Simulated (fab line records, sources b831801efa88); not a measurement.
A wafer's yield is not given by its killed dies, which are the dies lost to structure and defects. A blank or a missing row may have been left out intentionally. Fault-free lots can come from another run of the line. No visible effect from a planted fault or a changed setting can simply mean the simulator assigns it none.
Which of the tools did it? || flow gf180mcu || 7 lots with 21 wafers sampled at 3 steps, on a route of 602 steps

WHAT THE GAUGES SHOWED, per wafer
GF_V4_RS_MEAS_24: a four-point-probe measurement.
{"lot": "L794", "measured": "day 24 18:34", "on": "film-metro-04", "V4_W_RS (ohm/sq)": "0.323 0.323 0.320"}
{"lot": "L797", "measured": "day 25 20:46", "on": "film-metro-03", "V4_W_RS (ohm/sq)": "0.333 0.332 0.322"}
{"lot": "L800", "measured": "day 26 23:02", "on": "film-metro-01", "V4_W_RS (ohm/sq)": "0.327 0.334 0.330"}
{"lot": "L812", "measured": "day 30 10:22", "on": "film-metro-01", "V4_W_RS (ohm/sq)": "0.322 0.323 0.320"}
{"lot": "L814", "measured": "day 30 22:15", "on": "film-metro-04", "V4_W_RS (ohm/sq)": "0.320 0.326 0.319"}

TOOL THAT RAN EACH LOT (tool first, then ch and the chambers of the sampled wafers, then the start)
{"lot": "L794", "GF_SALICIDE_WET_ETCH_07": "wet-bench-01 ch 3, day 15 08:25", "GF_V3_CMP_26": "cmp-02 ch 1,2, day 22 18:08"}
{"lot": "L797", "GF_SALICIDE_WET_ETCH_07": "wet-bench-03 ch 0, day 16 13:08", "GF_V3_CMP_26": "cmp-02 ch 0,1,2, day 23 22:56"}
{"lot": "L800", "GF_SALICIDE_WET_ETCH_07": "wet-bench-04 ch 3, day 17 18:44", "GF_V3_CMP_26": "cmp-02 ch 0,1,2, day 25 02:55"}
{"lot": "L807", "GF_SALICIDE_WET_ETCH_07": "wet-bench-03 ch 0, day 20 07:51", "GF_V3_CMP_26": "-"}
{"lot": "L809", "GF_SALICIDE_WET_ETCH_07": "wet-bench-04 ch 2, day 21 02:44", "GF_V3_CMP_26": "-"}
{"lot": "L812", "GF_SALICIDE_WET_ETCH_07": "wet-bench-03 ch 3, day 22 03:35", "GF_V3_CMP_26": "cmp-02 ch 2,3, day 28 18:25"}
{"lot": "L814", "GF_SALICIDE_WET_ETCH_07": "wet-bench-03 ch 3, day 22 18:22", "GF_V3_CMP_26": "cmp-01 ch 0,1,2, day 29 07:04"}
- GF_SALICIDE_WET_ETCH_07: etches the open film in SPM, target depth 120 nm.
- GF_V3_CMP_26: polishes, stops on SiO2, t overpolish 15 s, target thk 0 nm.

THE ANSWER, worked out from the rows above alone
Rule: the usual values come from the lots themselves. Put in order of their means at a reading, lots are off if they are a third of the lots or fewer, leave a main group of 4 or more, and stand apart from it by a gap of 3 or more times the standard deviation of the main group's means; of several such gaps the widest counts. A main group whose means are all the same, to the digits that the tables above print for the reading, isn't used. Also off: a lot with no number at a reading for which 4 or more lots have one. Where the step has rows for the other lots, those lots are counted as sound.
Nothing can be told from this: no lot is off at any reading shown.

WHAT THE SIMULATOR HAD PUT IN
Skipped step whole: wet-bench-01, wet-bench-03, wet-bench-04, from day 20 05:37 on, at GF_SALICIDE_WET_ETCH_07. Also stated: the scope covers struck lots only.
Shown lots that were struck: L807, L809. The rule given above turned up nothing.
